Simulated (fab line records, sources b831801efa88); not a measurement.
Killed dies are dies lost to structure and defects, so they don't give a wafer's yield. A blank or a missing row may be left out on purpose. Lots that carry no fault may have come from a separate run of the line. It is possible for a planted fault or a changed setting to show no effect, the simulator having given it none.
Which tool did it? | flow sky130 | 14 lots with 42 wafers sampled at 3 steps, on a route of 708 steps

WHAT EACH GAUGE READ, for each wafer
SKY_VT_ADJUST_HVTR_OVL_MEAS_08. Usual: VT_ADJUST_HVTR_OVL gives 0.2 nm (standard deviation 1.3).
lot  | measured     | on         | VT_ADJUST_HVTR_OVL (nm) | flag
L278 | day 10 02:59 | overlay-01 | 0.1 0.5 1.2             | 
L279 | day 10 13:22 | overlay-01 | 2.3 2.7 2.8             | 
L280 | day 10 18:08 | overlay-02 | 0.7 -1.6 -1.0           | 
L282 | day 11 11:40 | overlay-02 | -1.6 0.5 0.3            | 
L283 | day 11 21:47 | overlay-02 | -1.8 0.0 -0.6           | 
L284 | day 11 22:44 | overlay-02 | -0.8 -0.6 0.7           | 
L285 | day 12 05:58 | overlay-01 | 1.2 -0.1 1.0            | 
L288 | day 13 06:10 | overlay-01 | 1.8 2.2 1.0             | 
L291 | day 14 01:05 | overlay-02 | -0.7 -0.1 -0.3          | 
L292 | day 14 11:04 | overlay-01 | 0.4 1.5 0.7             | 
L293 | day 14 17:41 | overlay-02 | 0.0 0.4 -0.7            | 
L294 | day 15 02:10 | overlay-01 | -2.4 0.4 -2.5           | 
L298 | day 16 04:35 | overlay-01 | 0.9 1.4 1.2             | 
L299 | day 16 15:17 | overlay-01 | -1.8 1.2 2.2            | 

SKY_SONOS_ONO_CD_MEAS_13: target cd 410 nm. Usual: cdNm reads 410.7 nm (standard deviation 2.5).
lot  | measured     | on       | cdNm (nm)         | flag
L278 | day 13 10:04 | cdSem-02 | 410.3 412.0 411.4 | 
L279 | day 13 22:48 | cdSem-02 | 408.9 408.7 411.1 | 
L280 | day 14 01:44 | cdSem-02 | 409.8 411.2 411.9 | 
L282 | day 14 21:15 | cdSem-02 | 409.2 407.8 411.1 | 
L283 | day 15 08:26 | cdSem-02 | 408.4 408.2 407.5 | 
L284 | day 15 09:54 | cdSem-02 | 417.8 416.2 417.1 | 
L285 | day 15 16:21 | cdSem-02 | 411.2 412.5 411.0 | 
L288 | day 17 00:37 | cdSem-01 | 411.2 412.2 410.3 | 
L291 | day 17 19:11 | cdSem-01 | 415.7 415.7 413.5 | 
L292 | day 18 03:22 | cdSem-01 | 413.7 416.0 414.6 | 
L293 | day 18 13:03 | cdSem-02 | 408.2 407.5 409.0 | 
L294 | day 19 00:33 | cdSem-02 | 409.0 409.2 407.5 | 
L298 | day 20 09:14 | cdSem-01 | 411.1 409.9 410.3 | 
L299 | day 20 15:05 | cdSem-01 | 409.2 408.9 408.5 | 

SKY_SONOS_ONO_OVL_MEAS_14. Usual: SONOS_ONO_OVL gives -0.4 nm (standard deviation 1.3).
lot  | measured     | on         | SONOS_ONO_OVL (nm) | flag
L278 | day 13 10:08 | overlay-01 | -0.8 1.3 0.5       | 
L279 | day 13 22:55 | overlay-02 | -2.5 -0.1 -0.3     | 
L280 | day 14 01:50 | overlay-01 | 0.1 0.3 0.6        | 
L282 | day 14 21:22 | overlay-01 | -2.1 -0.4 -1.2     | 
L283 | day 15 08:32 | overlay-02 | 0.6 -2.0 -1.3      | 
L284 | day 15 10:01 | overlay-02 | 0.0 1.4 -1.2       | 
L285 | day 15 16:28 | overlay-02 | -3.1 0.1 -0.6      | 
L288 | day 17 00:44 | overlay-02 | -2.7 -2.1 -1.4     | 
L291 | day 17 19:16 | overlay-02 | 0.1 -2.5 1.0       | 
L292 | day 18 03:29 | overlay-01 | -1.8 -1.2 -1.6     | 
L293 | day 18 13:10 | overlay-01 | 0.1 -1.1 0.9       | 
L294 | day 19 00:40 | overlay-01 | 0.3 0.7 -0.9       | 
L298 | day 20 09:21 | overlay-02 | -1.4 0.1 0.0       | 
L299 | day 20 15:12 | overlay-01 | 2.0 -0.4 0.2       | 

WHAT TOOL EACH LOT RAN ON (gives the tool, then ch and the chambers of the sampled wafers, and finally the start)
No process step before these readings appears in the record.

WHAT THE TOOLS THEMSELVES READ (means of the sampled wafers that have a number; where no wafer has one, the mark that the record gives instead)
The record holds no such reading with a usual standard deviation.

THE ANSWER, worked out from the rows above alone
Rule: lot off if the mean of its wafers having a number is beyond 3 standard deviations from the usual mean. A lot without any number at a reading at which 4 lots or more have one is off too. Any other lot the step has rows for is counted as sound. After the gauges, taken in route order, come the tools' own readings; for these a lot's mean is taken, as printed above. At the first step where some lot is off, the reading lying furthest off is the one used; lots without a number count as furthest.
No lot is off on any of the readings shown, so nothing can be concluded from this.

WHAT WAS PUT IN BY THE SIMULATOR
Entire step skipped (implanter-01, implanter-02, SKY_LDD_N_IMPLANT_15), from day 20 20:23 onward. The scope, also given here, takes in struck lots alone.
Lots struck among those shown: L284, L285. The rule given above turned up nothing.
